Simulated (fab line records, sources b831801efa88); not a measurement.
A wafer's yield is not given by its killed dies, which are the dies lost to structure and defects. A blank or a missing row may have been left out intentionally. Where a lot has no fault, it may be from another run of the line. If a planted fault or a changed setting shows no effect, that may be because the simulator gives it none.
Which tool was responsible? | flow gf180mcu | 14 lots, 42 wafers sampled, at 4 steps of a route of 602

WHAT EACH GAUGE READ, for each wafer
GF_V1_BOW_MEAS_05.
lot  | measured     | on           | V1_BOW (um)
L530 | day 17 11:41 | filmMetro-04 | 92 89 82
L531 | day 17 19:41 | filmMetro-04 | 86 86 100
L533 | day 18 11:43 | filmMetro-03 | 90 90 92
L534 | day 18 18:50 | filmMetro-01 | 82 88 88
L536 | day 19 14:14 | filmMetro-04 | 69 67 74
L537 | day 19 23:32 | filmMetro-01 | 85 73 84
L538 | day 20 09:56 | filmMetro-01 | 95 85 79
L539 | day 20 18:22 | filmMetro-03 | 82 91 88
L541 | day 21 05:19 | filmMetro-01 | 58 66 61
L542 | day 21 16:58 | filmMetro-03 | 57 50 63
L543 | day 22 03:50 | filmMetro-01 | 90 95 81
L550 | day 24 20:47 | filmMetro-04 | 85 68 69
L552 | day 25 06:52 | filmMetro-03 | 85 73 72
L551 | day 25 07:53 | filmMetro-04 | 66 76 95

GF_V2_OVL_MEAS_15.
lot  | measured     | on         | V2_OVL (nm)
L530 | day 20 15:04 | overlay-01 | 3 -8 -2
L531 | day 20 23:05 | overlay-01 | 7 2 -1
L533 | day 21 13:50 | overlay-02 | 2 2 2
L534 | day 21 22:18 | overlay-01 | -6 0 5
L536 | day 22 16:29 | overlay-01 | 0 0 12
L537 | day 23 00:51 | overlay-02 | 4 6 0
L538 | day 23 11:08 | overlay-01 | 7 3 10
L539 | day 23 19:31 | overlay-02 | 3 6 2
L543 | day 25 02:31 | overlay-02 | -1 2 -4
L550 | day 27 13:23 | overlay-01 | 11 4 -3
L552 | day 28 00:16 | overlay-01 | 5 1 -6
L551 | day 28 02:37 | overlay-01 | -8 2 -1

GF_V2_RS_MEAS_24: measurement is done with a four-point probe.
lot  | measured     | on           | V2_W_RS (ohm/sq)
L530 | day 20 16:01 | filmMetro-03 | 0.331 0.332 0.330
L531 | day 21 00:02 | filmMetro-03 | 0.330 0.333 0.330
L533 | day 21 14:45 | filmMetro-02 | 0.333 0.333 0.333
L534 | day 21 23:13 | filmMetro-03 | 0.326 0.326 0.327
L536 | day 22 17:24 | filmMetro-02 | 0.332 0.328 0.332
L537 | day 23 05:21 | filmMetro-03 | 0.334 0.331 0.329
L538 | day 23 12:24 | filmMetro-02 | 0.328 0.331 0.332
L539 | day 23 20:52 | filmMetro-02 | 0.324 0.323 0.325
L543 | day 25 03:26 | filmMetro-04 | 0.330 0.326 0.334
L550 | day 27 14:18 | filmMetro-02 | 0.337 0.337 0.337
L552 | day 28 01:32 | filmMetro-02 | 0.327 0.329 0.328
L551 | day 28 04:01 | filmMetro-02 | 0.332 0.332 0.334

WHAT TOOL EACH LOT RAN ON (gives the tool, then ch and the chambers of the sampled wafers, and finally the start)
lot  | GF_V1_CVD_00
L530 | hdpcvd-02 ch 0,2, day 17 11:07
L531 | hdpcvd-01 ch 0,2, day 17 19:08
L533 | hdpcvd-02 ch 0,1, day 18 11:09
L534 | hdpcvd-01 ch 0,1,2, day 18 18:16
L536 | hdpcvd-02 ch 0,1,2, day 19 13:40
L537 | hdpcvd-02 ch 0,1,2, day 19 22:58
L538 | hdpcvd-02 ch 0,2, day 20 09:22
L539 | hdpcvd-02 ch 0,1, day 20 17:47
L541 | hdpcvd-02 ch 0,1,2, day 21 04:43
L542 | hdpcvd-01 ch 0,1, day 21 16:23
L543 | hdpcvd-02 ch 0,1,2, day 22 03:17
L550 | hdpcvd-01 ch 1,2, day 24 20:13
L552 | hdpcvd-02 ch 0,2, day 25 06:18
L551 | hdpcvd-01 ch 1,2, day 25 07:17
- GF_V1_CVD_00: deposits SiO2, target thk 600 nm, time 100 s.

AS READ BY THE TOOLS THEMSELVES (means over the sampled wafers that have a number; for cases with no such wafer, the mark the record gives instead)
GF_V1_CVD_00.
lot  | tool      | pressureMtorr (mTorr) | runLengthS (s)
L530 | hdpcvd-02 | 6.017                 | 127.8
L531 | hdpcvd-01 | 5.998                 | 128.0
L533 | hdpcvd-02 | 5.989                 | 127.7
L534 | hdpcvd-01 | 5.993                 | 128.0
L536 | hdpcvd-02 | 6.005                 | 127.9
L537 | hdpcvd-02 | 5.977                 | 127.9
L538 | hdpcvd-02 | 6.007                 | 127.8
L539 | hdpcvd-02 | 5.992                 | 128.0
L541 | hdpcvd-02 | -                     | -
L542 | hdpcvd-01 | -                     | -
L543 | hdpcvd-02 | 5.995                 | 127.6
L550 | hdpcvd-01 | 6.001                 | 127.8
L552 | hdpcvd-02 | 6.005                 | 127.8
L551 | hdpcvd-01 | 6.000                 | 127.8

THE ANSWER, worked out from the rows above alone
Rule: what is usual is taken from the lots themselves. Put in order of their means at a reading, lots are off if they are a third of the lots or fewer, leave a main group of 4 or more, and stand apart from it by a gap of 3 or more times the standard deviation of the main group's means; of several such gaps the widest counts. A main group whose means are all the same, to the digits that the tables above print for the reading, isn't used. A lot without any number at a reading at which 4 lots or more have one is off too. All remaining lots with rows at the step are treated as sound. The gauges are gone through in route order, then the tools' own readings, and for those a lot's mean is taken as printed above. At the first step where some lot is off, the reading lying furthest off is the one used; lots without a number count as furthest.
Off at GF_V1_CVD_00 (pressureMtorr): L541, L542. Without a number there: L541, L542. Main group: mean 5.998 mTorr, sd 0.0098.
A tool fits if, at that step or a process step before it, it ran every lot that is off, and no sound lot after the first of them. Not one of the candidates tried fits.

WHAT THE SIMULATOR HAD INSERTED
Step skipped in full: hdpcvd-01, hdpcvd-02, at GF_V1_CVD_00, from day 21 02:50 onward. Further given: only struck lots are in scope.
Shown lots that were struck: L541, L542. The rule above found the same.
